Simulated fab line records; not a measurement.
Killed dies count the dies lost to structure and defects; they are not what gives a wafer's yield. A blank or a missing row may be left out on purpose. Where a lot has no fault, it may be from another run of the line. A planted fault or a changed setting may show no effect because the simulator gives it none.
Commonality check across tools / flow sky130 / 11 lots and 33 wafers in the sample

== THE REASON FOR OPENING IT ==
3 of 11 lots carry a flag on the reading SONOS_ONO_CVD_02_THK at SKY_SONOS_ONO_THK_MEAS_03. No-fault wafers: 10.53 nm, standard deviation 0.14.
Rule: a lot is flagged in two cases, either no wafer of it has a number, or all its wafers with numbers fall more than 4 standard deviations from that mean. The rest of the lots are taken to be sound.

lot=L963; measured=day 11 17:19; on=film_metro-02; SONOS_ONO_CVD_02_THK (nm), wafer by wafer=10.32 10.46 10.24; flag=
lot=L964; measured=day 12 01:52; on=film_metro-03; SONOS_ONO_CVD_02_THK (nm), wafer by wafer=10.30 10.38 10.41; flag=
lot=L965; measured=day 12 09:11; on=film_metro-03; SONOS_ONO_CVD_02_THK (nm), wafer by wafer=10.56 10.66 10.56; flag=
lot=L968; measured=day 13 08:20; on=film_metro-02; SONOS_ONO_CVD_02_THK (nm), wafer by wafer=10.60 10.70 10.75; flag=
lot=L969; measured=day 13 21:32; on=film_metro-02; SONOS_ONO_CVD_02_THK (nm), wafer by wafer=10.62 10.61 10.62; flag=
lot=L970; measured=day 14 05:58; on=film_metro-01; SONOS_ONO_CVD_02_THK (nm), wafer by wafer=10.48 10.51 10.59; flag=
lot=L972; measured=day 14 20:11; on=film_metro-03; SONOS_ONO_CVD_02_THK (nm), wafer by wafer=10.36 10.40 10.50; flag=
lot=L971; measured=day 14 20:11; on=film_metro-02; SONOS_ONO_CVD_02_THK (nm), wafer by wafer=10.67 10.68 10.60; flag=
lot=L981; measured=day 18 04:28; on=film_metro-01; SONOS_ONO_CVD_02_THK (nm), wafer by wafer=12.29 12.66 12.60; flag=FLAGGED
lot=L982; measured=day 18 07:48; on=film_metro-03; SONOS_ONO_CVD_02_THK (nm), wafer by wafer=11.28 11.68 12.09; flag=FLAGGED
lot=L983; measured=day 18 12:09; on=film_metro-03; SONOS_ONO_CVD_02_THK (nm), wafer by wafer=12.52 12.82 12.34; flag=FLAGGED
The numbers of the flagged lots are 12.25 nm on average: +1.72 nm against the usual, or +12 standard deviations.

== WHICH TOOL RAN EACH LOT ==
The record holds 1 process step before the reading, out of a route of 708 steps. Each cell gives the tool, then ch followed by the chambers the sampled wafers passed through, then the start.
lot=L963; flag=; SKY_SONOS_ONO_CVD_02=lpcvd-02 ch 1, day 11 16:15
lot=L964; flag=; SKY_SONOS_ONO_CVD_02=lpcvd-02 ch 1, day 12 00:49
lot=L965; flag=; SKY_SONOS_ONO_CVD_02=lpcvd-02 ch 1, day 12 08:08
lot=L968; flag=; SKY_SONOS_ONO_CVD_02=lpcvd-02 ch 1, day 13 07:17
lot=L969; flag=; SKY_SONOS_ONO_CVD_02=lpcvd-02 ch 1, day 13 20:29
lot=L970; flag=; SKY_SONOS_ONO_CVD_02=lpcvd-02 ch 0, day 14 04:55
lot=L972; flag=; SKY_SONOS_ONO_CVD_02=lpcvd-02 ch 0, day 14 19:06
lot=L971; flag=; SKY_SONOS_ONO_CVD_02=lpcvd-02 ch 1, day 14 19:06
lot=L981; flag=FLAGGED; SKY_SONOS_ONO_CVD_02=lpcvd-02 ch 0, day 18 03:25
lot=L982; flag=FLAGGED; SKY_SONOS_ONO_CVD_02=lpcvd-02 ch 0, day 18 06:43
lot=L983; flag=FLAGGED; SKY_SONOS_ONO_CVD_02=lpcvd-02 ch 0, day 18 11:05
What the steps here do:
- SKY_SONOS_ONO_CVD_02: deposits Si3N4 from DCS/NH3, target thk 10.5 nm, time 180 s.
- SKY_SONOS_ONO_THK_MEAS_03

== FLAGGED OVER TOTAL, TOOL BY TOOL (the gauges that took the reading come last) ==
step=SKY_SONOS_ONO_CVD_02; tool=lpcvd-02; lots run=11; flagged=3; share of the flagged lots=all; sound lots run after its first flagged lot=0
step=SKY_SONOS_ONO_THK_MEAS_03; tool=film_metro-01; lots run=2; flagged=1; share of the flagged lots=some; sound lots run after its first flagged lot=0
step=SKY_SONOS_ONO_THK_MEAS_03; tool=film_metro-02; lots run=4; flagged=0; share of the flagged lots=none; sound lots run after its first flagged lot=-
step=SKY_SONOS_ONO_THK_MEAS_03; tool=film_metro-03; lots run=5; flagged=2; share of the flagged lots=some; sound lots run after its first flagged lot=0

== WHAT THE TABLE ALLOWS ==
In the table, 1 row covers all flagged lots: lpcvd-02 at SKY_SONOS_ONO_CVD_02.
- lpcvd-02 at SKY_SONOS_ONO_CVD_02: 3 of its 11 lots flagged. A fault beginning between L971 (day 14 19:06), its last sound lot, and L981 (day 18 03:25), its first flagged one, fits the data. Its own readings (spike_tc_centre_C, zone_power_centre_pct, zone_power_upper_pct) fall more than 4 standard deviations out on all wafers of the flagged lots.
Left over: one tool, lpcvd-02 at SKY_SONOS_ONO_CVD_02.

== WHAT WAS PUT IN BY THE SIMULATOR ==
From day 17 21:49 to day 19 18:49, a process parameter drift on lpcvd-02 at SKY_SONOS_ONO_CVD_02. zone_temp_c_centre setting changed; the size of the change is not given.
Shown lots that were struck: L981, L982, L983. The rule above found the same.
